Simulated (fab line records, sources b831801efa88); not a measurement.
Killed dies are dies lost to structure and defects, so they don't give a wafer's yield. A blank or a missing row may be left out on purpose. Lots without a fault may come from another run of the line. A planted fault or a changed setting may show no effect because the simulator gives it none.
Which tool did it? | flow sky130 | 12 lots, 36 wafers sampled, at 4 steps of a route of 708

WHAT THE GAUGES READ, wafer by wafer
SKY_POLY_CUT_OVL_MEAS_09. Usual: POLY_CUT_OVL 0 nm, standard deviation 7.
lot  | measured     | on         | POLY_CUT_OVL (nm) | flag
L620 | day 24 20:41 | overlay-01 | -9 -7 -8          |
L622 | day 26 00:27 | overlay-02 | -8 -7 -8          |
L623 | day 26 02:50 | overlay-01 | -7 -1 0           |
L628 | day 27 17:44 | overlay-01 | 7 -5 -4           |
L630 | day 28 21:41 | overlay-01 | -9 -2 -9          |
L631 | day 28 21:41 | overlay-02 | 12 5 -3           |
L632 | day 29 03:41 | overlay-02 | -6 6 2            |
L635 | day 30 06:56 | overlay-02 | -2 4 -2           |
L636 | day 30 22:00 | overlay-02 | 13 -5 12          |
L639 | day 31 13:23 | overlay-01 | -10 -15 -9        |
L640 | day 31 23:32 | overlay-02 | 5 1 -5            |
L641 | day 32 02:19 | overlay-02 | 5 11 9            |

SKY_SD_P_CD_MEAS_07: target cd 380 nm. Usual: cd_nm 379.7 nm, standard deviation 2.5.
lot  | measured     | on        | cd_nm (nm)        | flag
L620 | day 26 01:35 | cd_sem-01 | 381.2 383.3 380.3 |
L622 | day 27 05:06 | cd_sem-02 | 378.1 382.1 381.0 |
L623 | day 27 08:08 | cd_sem-02 | 378.2 380.4 379.8 |
L628 | day 28 22:37 | cd_sem-02 | 374.6 378.4 375.9 |
L630 | day 30 00:31 | cd_sem-02 | 379.6 378.1 240.2 | OFF
L631 | day 30 00:49 | cd_sem-01 | 377.5 240.0 377.3 | OFF
L632 | day 30 06:47 | cd_sem-01 | 382.6 382.1 381.6 |
L635 | day 31 09:43 | cd_sem-01 | 379.3 378.3 377.3 |
L636 | day 32 01:24 | cd_sem-02 | 376.5 376.0 377.5 |
L639 | day 32 16:58 | cd_sem-02 | 380.2 381.7 382.2 |
L640 | day 33 02:12 | cd_sem-01 | 372.3 376.1 373.9 |
L641 | day 33 05:26 | cd_sem-01 | 379.8 380.6 381.4 |

WHICH TOOL RAN EACH LOT (tool, then ch and the chambers of the sampled wafers, then the start)
lot  | SKY_SPACER_ETCHBACK_02             | SKY_SD_P_DEVELOP_06
L620 | rie_diel-01 ch 0,2,3, day 23 15:21 | litho_track-02 ch 0, day 26 01:26
L622 | rie_diel-01 ch 1,2,3, day 24 19:31 | litho_track-02 ch 0, day 27 04:58
L623 | rie_diel-03 ch 2,3, day 24 21:46   | litho_track-02 ch 0, day 27 07:59
L628 | rie_diel-03 ch 0,1,3, day 26 12:17 | litho_track-03 ch 0, day 28 22:28
L630 | rie_diel-03 ch 0,1,3, day 27 16:47 | litho_track-03 ch 0, day 30 00:22
L631 | rie_diel-02 ch 0,1,2, day 27 16:47 | litho_track-03 ch 0, day 30 00:40
L632 | rie_diel-01 ch 0,2, day 27 23:04   | litho_track-02 ch 0, day 30 06:38
L635 | rie_diel-02 ch 1,2,3, day 29 03:32 | litho_track-04 ch 0, day 31 09:34
L636 | rie_diel-03 ch 0,3, day 29 17:54   | litho_track-02 ch 0, day 32 01:15
L639 | rie_diel-01 ch 0,2,3, day 30 10:06 | litho_track-02 ch 0, day 32 16:44
L640 | rie_diel-01 ch 0,1, day 30 19:50   | litho_track-02 ch 0, day 33 02:03
L641 | rie_diel-01 ch 0,1,3, day 30 22:28 | litho_track-02 ch 0, day 33 05:18
- SKY_SPACER_ETCHBACK_02: etches Si3N4 in CH3F/O2, stops on SiO2, time 46.7 s, target depth 45 nm.
- SKY_SD_P_DEVELOP_06: develop time 60 s.

WHAT THE TOOLS THEMSELVES READ (means of the sampled wafers that have a number; where no wafer has one, the mark that the record gives instead)
SKY_SPACER_ETCHBACK_02. Usual: drypump_motor_current_A 5.62 A, standard deviation 0.26; oes_product_au 0.856 a.u., standard deviation 0.006; throttle_valve_pct 10.561 %, standard deviation 0.009.
lot  | tool        | drypump_motor_current_A (A) | oes_product_au (a.u.) | throttle_valve_pct (%) | flag
L620 | rie_diel-01 | 5.57                        | 0.853                 | 10.561                 |
L622 | rie_diel-01 | 5.68                        | 0.854                 | 10.573                 |
L623 | rie_diel-03 | 5.79                        | 0.855                 | 10.563                 |
L628 | rie_diel-03 | 5.64                        | 0.860                 | 10.554                 |
L630 | rie_diel-03 | 5.62                        | 0.856                 | 10.560                 |
L631 | rie_diel-02 | 5.60                        | 0.863                 | 10.569                 |
L632 | rie_diel-01 | 5.67                        | 0.864                 | 10.562                 |
L635 | rie_diel-02 | 5.62                        | 0.857                 | 10.563                 |
L636 | rie_diel-03 | 5.78                        | 0.853                 | 10.563                 |
L639 | rie_diel-01 | 5.56                        | 0.852                 | 10.566                 |
L640 | rie_diel-01 | 5.73                        | 0.853                 | 10.559                 |
L641 | rie_diel-01 | 5.54                        | 0.853                 | 10.547                 |

THE ANSWER, worked out from the rows above alone
Rule: a lot is off if the mean of its wafers that have a number lies more than 3 standard deviations from the usual mean. A lot without any number at a reading at which 4 lots or more have one is off too. The other lots that the step has rows for count as sound. The gauges are gone through in route order, then the tools' own readings, and for those a lot's mean is taken as printed above. The first step at which some lot is off is used, and at that step the reading that is off furthest; a lot without a number counts as furthest.
Off: L630, L631, at SKY_SD_P_CD_MEAS_07 (cd_nm).
A tool fits if, at a process step before that reading, it ran every lot that is off, and no sound lot after the first of them. The gauges at SKY_SD_P_CD_MEAS_07 are tried like those tools. One fits: litho_track-03 at SKY_SD_P_DEVELOP_06. Its last sound lot is L628 (day 28 22:28), its first lot that is off L630 (day 30 00:22): a fault that began between those two fits.

WHAT THE SIMULATOR HAD PUT IN
Process parameter drift: litho_track-03, from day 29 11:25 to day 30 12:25, at SKY_SD_P_DEVELOP_06. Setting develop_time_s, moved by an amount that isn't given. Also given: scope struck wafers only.
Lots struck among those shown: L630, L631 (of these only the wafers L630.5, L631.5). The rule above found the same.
